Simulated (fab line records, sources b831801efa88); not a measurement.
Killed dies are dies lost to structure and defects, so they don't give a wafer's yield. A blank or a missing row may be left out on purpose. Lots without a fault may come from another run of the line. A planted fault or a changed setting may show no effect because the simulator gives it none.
Which tool did it? | flow sky130 | 13 lots, 39 wafers sampled, at 2 steps of a route of 708

WHAT THE GAUGES READ, wafer by wafer
SKY_METAL2_OVL_MEAS_16. Usual: METAL2_OVL 4 nm, standard deviation 5.2.
lot  | measured     | on         | METAL2_OVL (nm) | flag
L447 | day 34 20:46 | overlay-01 | 9 6 8           |
L450 | day 36 02:07 | overlay-01 | -6 2 -9         |
L448 | day 36 03:37 | overlay-01 | 7 10 9          |
L451 | day 36 14:25 | overlay-01 | 8 2 5           |
L452 | day 36 16:31 | overlay-02 | 3 7 10          |
L453 | day 37 01:36 | overlay-02 | 2 5 0           |
L455 | day 37 16:58 | overlay-01 | 4 -1 3          |
L457 | day 38 10:36 | overlay-01 | -5 -9 7         |
L458 | day 38 20:37 | overlay-02 | 10 13 5         |
L459 | day 39 00:33 | overlay-01 | 7 12 13         |
L464 | day 40 22:57 | overlay-01 | 4 -2 0          |
L466 | day 41 00:12 | overlay-02 | 13 3 6          |
L469 | day 42 11:57 | overlay-01 | -4 0 -4         |

SKY_VIA2_THK_MEAS_01. Usual: VIA2_HDPCVD_THK 1181 nm, standard deviation 10.
lot  | measured     | on            | VIA2_HDPCVD_THK (nm) | flag
L447 | day 34 21:44 | film_metro-02 | 1184 1203 1187       |
L450 | day 36 03:05 | film_metro-03 | 1193 1187 1180       |
L448 | day 36 04:43 | film_metro-01 | 1183 1158 1161       |
L451 | day 36 15:36 | film_metro-03 | 1167 1182 1173       |
L452 | day 36 17:28 | film_metro-01 | 1194 1177 1183       |
L453 | day 37 02:38 | film_metro-02 | 1202 1180 1203       |
L455 | day 37 17:56 | film_metro-01 | 1186 1178 1188       |
L457 | day 38 11:32 | film_metro-02 | 1175 1185 1186       |
L458 | day 38 21:33 | film_metro-03 | 1163 1186 1194       |
L459 | day 39 01:29 | film_metro-02 | 1180 1191 1171       |
L464 | day 40 23:55 | film_metro-01 | 1182 1181 1177       |
L466 | day 41 01:09 | film_metro-02 | 1195 1169 1184       |
L469 | day 42 12:54 | film_metro-01 | 1180 1174 1167       |

WHICH TOOL RAN EACH LOT (tool, then ch and the chambers of the sampled wafers, then the start)
The record holds no process step before these readings.

WHAT THE TOOLS THEMSELVES READ (means of the sampled wafers that have a number; where no wafer has one, the mark that the record gives instead)
The record holds no such reading with a usual standard deviation.

THE ANSWER, worked out from the rows above alone
Rule: a lot is off if the mean of its wafers that have a number lies more than 3 standard deviations from the usual mean. A lot without any number at a reading at which 4 lots or more have one is off too. The other lots that the step has rows for count as sound. The gauges are gone through in route order, then the tools' own readings, and for those a lot's mean is taken as printed above. The first step at which some lot is off is used, and at that step the reading that is off furthest; a lot without a number counts as furthest.
No lot is off at any reading shown: from this, nothing can be told.

WHAT THE SIMULATOR HAD PUT IN
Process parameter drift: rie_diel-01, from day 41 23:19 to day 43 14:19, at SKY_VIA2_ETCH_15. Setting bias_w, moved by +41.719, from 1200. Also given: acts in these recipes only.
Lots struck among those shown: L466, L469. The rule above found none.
